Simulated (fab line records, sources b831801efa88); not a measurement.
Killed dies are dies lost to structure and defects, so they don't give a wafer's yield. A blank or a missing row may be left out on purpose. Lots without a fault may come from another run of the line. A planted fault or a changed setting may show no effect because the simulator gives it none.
Which tool did it? | flow sky130 | 12 lots, 36 wafers sampled, at 6 steps of a route of 708

WHAT THE GAUGES READ, wafer by wafer
SKY_SD_N_RS_MEAS_16: measures by four-point-probe. Usual: SD_N_RS 68.57 ohm/sq, standard deviation 0.11.
lot  | measured     | on            | SD_N_RS (ohm/sq)  | flag
L795 | day 29 00:30 | film_metro-03 | 68.58 68.65 68.59 |
L796 | day 29 01:40 | film_metro-02 | 68.48 68.59 68.45 |
L797 | day 29 03:34 | film_metro-03 | 68.67 68.55 68.48 |
L799 | day 31 03:55 | film_metro-03 | 68.48 68.53 68.62 |
L800 | day 31 04:12 | film_metro-04 | 68.49 68.62 68.69 |
L806 | day 31 18:04 | film_metro-03 | 68.56 68.56 68.50 |
L807 | day 31 19:00 | film_metro-02 | 66.65 66.68 66.66 | OFF
L809 | day 32 19:31 | film_metro-03 | 66.85 66.72 66.83 | OFF
L814 | day 34 14:05 | film_metro-02 | 68.48 68.60 68.59 |
L816 | day 35 02:31 | film_metro-04 | 68.53 68.58 68.50 |
L817 | day 35 07:04 | film_metro-03 | 68.62 68.37 68.65 |
L818 | day 35 13:25 | film_metro-02 | 68.62 68.57 68.57 |

SKY_SD_N_RS_MEAS_17: measures by four-point-probe. Usual: SD_P_RS 147.1 ohm/sq, standard deviation 0.37.
lot  | measured     | on            | SD_P_RS (ohm/sq)  | flag
L795 | day 29 00:37 | film_metro-03 | 147.5 147.4 147.2 |
L796 | day 29 01:47 | film_metro-02 | 147.0 146.5 146.8 |
L797 | day 29 03:41 | film_metro-03 | 147.0 147.0 146.6 |
L799 | day 31 04:02 | film_metro-03 | 146.8 147.2 147.0 |
L800 | day 31 04:19 | film_metro-04 | 146.7 147.3 147.6 |
L806 | day 31 18:11 | film_metro-03 | 146.8 147.4 146.7 |
L807 | day 31 19:07 | film_metro-02 | 137.7 137.9 137.5 | OFF
L809 | day 32 19:38 | film_metro-03 | 138.3 138.7 138.6 | OFF
L814 | day 34 14:13 | film_metro-02 | 147.4 147.3 147.3 |
L816 | day 35 02:38 | film_metro-04 | 147.1 147.4 147.5 |
L817 | day 35 07:11 | film_metro-03 | 147.3 146.7 146.8 |
L818 | day 35 13:32 | film_metro-02 | 147.0 147.6 147.1 |

SKY_VIA2_THK_MEAS_01. Usual: VIA2_HDPCVD_THK 1188 nm, standard deviation 14.
lot  | measured     | on            | VIA2_HDPCVD_THK (nm) | flag
L795 | day 36 05:08 | film_metro-01 | 1203 1210 1179       |
L796 | day 36 07:28 | film_metro-04 | 1175 1171 1167       |
L797 | day 36 09:05 | film_metro-04 | 1189 1184 1198       |
L799 | day 38 04:17 | film_metro-04 | 1203 1192 1198       |
L800 | day 38 05:22 | film_metro-01 | 1182 1178 1165       |
L806 | day 38 18:29 | film_metro-01 | 1173 1186 1165       |
L807 | day 38 18:54 | film_metro-04 | 1184 1210 1189       |
L809 | day 39 17:16 | film_metro-01 | 1190 1180 1200       |
L814 | day 41 07:52 | film_metro-01 | 1198 1188 1177       |
L816 | day 41 20:07 | film_metro-04 | 1180 1198 1190       |
L817 | day 41 23:52 | film_metro-01 | 1187 1158 1175       |
L818 | day 42 05:43 | film_metro-02 | 1180 1201 1172       |

SKY_VIA2_OVL_MEAS_13. Usual: VIA2_OVL 2 nm, standard deviation 5.8.
lot  | measured     | on         | VIA2_OVL (nm) | flag
L795 | day 37 07:00 | overlay-01 | 10 5 0        |
L796 | day 37 09:17 | overlay-02 | 8 5 2         |
L797 | day 37 11:37 | overlay-02 | -3 0 0        |
L799 | day 39 06:35 | overlay-02 | 0 -1 -7       |
L800 | day 39 06:50 | overlay-01 | 3 8 7         |
L806 | day 39 19:56 | overlay-02 | -5 0 -10      |
L807 | day 39 20:15 | overlay-01 | -6 -3 3       |
L809 | day 40 17:33 | overlay-01 | -6 0 -5       |
L814 | day 42 07:47 | overlay-02 | 13 6 9        |
L816 | day 42 19:44 | overlay-01 | 5 2 4         |
L817 | day 42 22:32 | overlay-01 | 10 15 12      |
L818 | day 43 05:08 | overlay-01 | 1 -3 -8       |

WHICH TOOL RAN EACH LOT (tool, then ch and the chambers of the sampled wafers, then the start)
lot  | SKY_SD_N_RTA_14                  | SKY_VIA1_SPUTTER_20
L795 | rtp_anneal-02 ch 0, day 29 00:19 | pvd_sputter-03, day 35 00:47
L796 | rtp_anneal-01 ch 0, day 29 01:29 | pvd_sputter-04, day 35 03:03
L797 | rtp_anneal-01 ch 0, day 29 03:22 | pvd_sputter-02, day 35 04:55
L799 | rtp_anneal-02 ch 0, day 31 03:44 | pvd_sputter-02, day 37 01:01
L800 | rtp_anneal-01 ch 0, day 31 04:02 | pvd_sputter-04, day 37 02:03
L806 | rtp_anneal-01 ch 0, day 31 17:53 | pvd_sputter-03, day 37 14:39
L807 | rtp_anneal-02 ch 0, day 31 18:48 | pvd_sputter-02, day 37 15:24
L809 | rtp_anneal-02 ch 0, day 32 19:20 | pvd_sputter-02, day 38 14:31
L814 | rtp_anneal-01 ch 0, day 34 13:55 | pvd_sputter-04, day 40 05:59
L816 | rtp_anneal-01 ch 0, day 35 02:20 | pvd_sputter-03, day 40 17:50
L817 | rtp_anneal-02 ch 0, day 35 06:54 | pvd_sputter-04, day 40 21:50
L818 | rtp_anneal-01 ch 0, day 35 13:14 | pvd_sputter-02, day 41 03:24
- SKY_SD_N_RTA_14: time 2 s.
- SKY_VIA1_SPUTTER_20: material TiN, target thk 20 nm, time 80 s.

WHAT THE TOOLS THEMSELVES READ (means of the sampled wafers that have a number; where no wafer has one, the mark that the record gives instead)
SKY_SD_N_RTA_14. Usual: lamp_power_pct 15.73 %, standard deviation 0.059; wafer_temp_C_max 1078.0, standard deviation 1.3.
lot  | tool          | lamp_power_pct (%) | wafer_temp_C_max | flag
L795 | rtp_anneal-02 | 15.72              | 1078.2           |
L796 | rtp_anneal-01 | 15.71              | 1078.8           |
L797 | rtp_anneal-01 | 15.75              | 1077.4           |
L799 | rtp_anneal-02 | 15.76              | 1077.4           |
L800 | rtp_anneal-01 | 15.78              | 1077.8           |
L806 | rtp_anneal-01 | 15.68              | 1077.3           |
L807 | rtp_anneal-02 | 15.78              | 1089.5           | OFF
L809 | rtp_anneal-02 | 15.85              | 1088.0           | OFF
L814 | rtp_anneal-01 | 15.71              | 1077.6           |
L816 | rtp_anneal-01 | 15.71              | 1077.4           |
L817 | rtp_anneal-02 | 15.71              | 1078.3           |
L818 | rtp_anneal-01 | 15.74              | 1076.7           |

SKY_VIA1_SPUTTER_20. Usual: chamber_pressure_pa 5.000 Pa, standard deviation 0.0099; throttle_valve_pct 30.1 %, standard deviation 0.87.
lot  | tool           | chamber_pressure_pa (Pa) | throttle_valve_pct (%) | flag
L795 | pvd_sputter-03 | 5.004                    | 30.4                   |
L796 | pvd_sputter-04 | 5.003                    | 30.9                   |
L797 | pvd_sputter-02 | 5.002                    | 29.3                   |
L799 | pvd_sputter-02 | 5.004                    | 30.1                   |
L800 | pvd_sputter-04 | 4.992                    | 30.1                   |
L806 | pvd_sputter-03 | 5.010                    | 30.4                   |
L807 | pvd_sputter-02 | 5.003                    | 29.6                   |
L809 | pvd_sputter-02 | 5.002                    | 29.3                   |
L814 | pvd_sputter-04 | 4.994                    | 29.9                   |
L816 | pvd_sputter-03 | 5.012                    | 30.5                   |
L817 | pvd_sputter-04 | 4.988                    | 31.1                   |
L818 | pvd_sputter-02 | 5.007                    | 29.3                   |

THE ANSWER, worked out from the rows above alone
Rule: a lot is off if the mean of its wafers that have a number lies more than 3 standard deviations from the usual mean. A lot without any number at a reading at which 4 lots or more have one is off too. The other lots that the step has rows for count as sound. The gauges are gone through in route order, then the tools' own readings, and for those a lot's mean is taken as printed above. The first step at which some lot is off is used, and at that step the reading that is off furthest; a lot without a number counts as furthest.
Off: L807, L809, at SKY_SD_N_RS_MEAS_16 (SD_N_RS).
A tool fits if, at a process step before that reading, it ran every lot that is off, and no sound lot after the first of them. The gauges at SKY_SD_N_RS_MEAS_16 aren't tried: what is off there is off at SKY_SD_N_RTA_14 too, on other tools, and a gauge's error can't cause that. None of those tried fits.

WHAT THE SIMULATOR HAD PUT IN
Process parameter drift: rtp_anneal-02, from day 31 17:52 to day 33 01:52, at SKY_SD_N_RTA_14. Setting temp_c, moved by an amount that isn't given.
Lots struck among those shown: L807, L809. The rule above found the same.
